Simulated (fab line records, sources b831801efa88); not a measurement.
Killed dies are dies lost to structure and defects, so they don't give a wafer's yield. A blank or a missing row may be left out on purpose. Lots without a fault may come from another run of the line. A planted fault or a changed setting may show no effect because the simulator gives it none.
Chamber matching | flow gf180mcu | GF_STI_CMP_25 on cmp-01: 4 sister chambers
The step polishes, stops on Si3N4, t overpolish 33 s, target thk 524.6 nm. 4 wafers are shown with their chamber, then 8 later ones without.

WAFERS WITH THEIR CHAMBER
wafer  | chamber | motor_current_A (A)
L085.1 | 2       | 11.3
L085.2 | 1       | 11.8
L085.3 | 0       | 11.8
L085.4 | 3       | 10.7

WAFERS WITHOUT THEIR CHAMBER
wafer  | motor_current_A (A)
L085.5 | 11.8
L085.6 | 11.0
L089.1 | 11.9
L089.2 | 12.0
L089.3 | 11.3
L089.4 | 11.3
L089.5 | 12.3
L089.6 | 11.9

WHICH CHAMBER EACH WENT THROUGH
wafer  | from the rows above     | in truth
L085.5 | can't be placed: 0 or 1 | 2
L085.6 | can't be placed: 2 or 3 | 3
L089.1 | can't be placed: 0 or 1 | 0
L089.2 | can't be placed: 0 or 1 | 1
L089.3 | 2                       | 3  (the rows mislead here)
L089.4 | 2                       | 2
L089.5 | can't be placed: 0 or 1 | 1
L089.6 | can't be placed: 0 or 1 | 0
Placed correctly: 1 of 8. Can't be placed from these rows: 6 (the true chamber is among the candidates in 5). Placed wrongly: 1.
How it was worked out, from the rows above alone: a wafer's distance from a chamber is the root of the sum, over the readings, of the square of ((its reading less the chamber's mean) divided by the reading's scatter). The wafer belongs to the nearest chamber; if the next one is less than 2 further off, it can't be placed. A chamber's mean is the mean of its shown wafers. The scatter: with one shown wafer a chamber, the root of the mean of the squares of how far each hidden wafer lies from its nearest shown one.
